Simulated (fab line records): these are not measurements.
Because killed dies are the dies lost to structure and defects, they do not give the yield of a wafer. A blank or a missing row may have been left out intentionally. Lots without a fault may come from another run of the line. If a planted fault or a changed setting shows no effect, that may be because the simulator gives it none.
One fault through the eyes of 2 desks :: flow gf180mcu :: each desk holds nothing but its own numbers, with what lay behind them at the end

== METROLOGY DESK ==
What the gauges read for every lot (on any tool): the sampled wafers with a number, averaged. A lot is out of limits, marked OUT, if its mean lies more than 4 standard deviations from the usual mean; the brackets give that distance.
Columns: A = V4_W_RS at GF_V4_RS_MEAS_24, usual 0.329 ohm/sq; B = V4_W_THK at GF_V4_THK_MEAS_25, usual 335 nm; C = MIM_CVD_05_THK at GF_MIM_THK_MEAS_06, usual 41.9 nm; D = MIM_ALCU_RS at GF_MIM_RS_MEAS_10, usual 0.1598 ohm/sq; E = MIM_ALCU_THK at GF_MIM_THK_MEAS_11, usual 199.0 nm; F = cd nm at GF_M5_CD_MEAS_07, usual 280.3 nm; G = M5_OVL at GF_M5_OVL_MEAS_08, usual 1 nm
lot: L438
first seen here: day 25 04:23
A: 0.330
B: 331
C: 41.9
D: 0.1603
E: 200.2
F: 281.7
G: -7

lot: L443
first seen here: day 27 15:14
A: 0.326
B: 341
C: 42.3
D: 0.1576
E: 202.5
F: 280.5
G: 5

lot: L447
first seen here: day 28 18:43
A: 0.332
B: 332
C: 41.5
D: 0.1597
E: 197.4
F: 281.5
G: 0

lot: L449
first seen here: day 29 09:59
A: 0.330
B: 336
C: 41.5
D: 0.1576
E: 199.4
F: 278.6
G: -2

lot: L451
first seen here: day 29 15:51
A: 0.334
B: 333
C: 42.4
D: 0.1599
E: 198.7
F: 279.2
G: 7

lot: L457
first seen here: day 31 03:38
A: 0.326
B: 336
C: 42.1
D: 0.1607
E: 197.7
F: 280.5
G: -8
This desk's finding: nothing out of limits on any of the 6 lots.

== DESK OF THE TOOL OWNER: pvd sputter-01 ==
The tool's own readings at GF_MIM_SPUTTER_02 (material AlCu, target thk 450 nm, time 23.9 s): means of the sampled wafers that have a number, for each lot that ran on this tool. A lot is out of limits, marked OUT, if its mean lies more than 4 standard deviations from the usual mean; the brackets give that distance.
Columns: A = chamber pressure pa at GF_MIM_SPUTTER_02, usual 0.4000 Pa; B = throttle valve pct at GF_MIM_SPUTTER_02, usual 29.6 %
lot: L438
first seen here: day 25 04:59
A: 0.3993
B: 28.4

lot: L447
first seen here: day 28 19:18
A: 0.4352 (+42) OUT
B: 28.3

lot: L449
first seen here: day 29 10:35
A: 0.4353 (+42) OUT
B: 28.7
This desk's verdict: out of limits on L447, L449, starting with L447 at day 28 19:18 (chamber pressure pa at GF_MIM_SPUTTER_02). L438: within limits.

== PUT TOGETHER ==
On L447, L449, at day 28 19:18, an alarm was possible from the tool owner's desk.
At the metrology desk, nothing out of limits was observed.
The metrology desk has L447, L449 on record, within its limits.
Every lot named ran GF_MIM_SPUTTER_02 on pvd sputter-01.

== WHAT WAS PUT IN BY THE SIMULATOR ==
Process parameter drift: pvd sputter-01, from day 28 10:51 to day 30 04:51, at GF_MIM_SPUTTER_02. A move of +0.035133 in setting chamber pressure pa, from 0.4. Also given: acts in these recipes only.
Lots struck among those shown: L447, L449.
Hours from the fault's start to each desk's first reading out of limits: the tool owner's desk, 8.
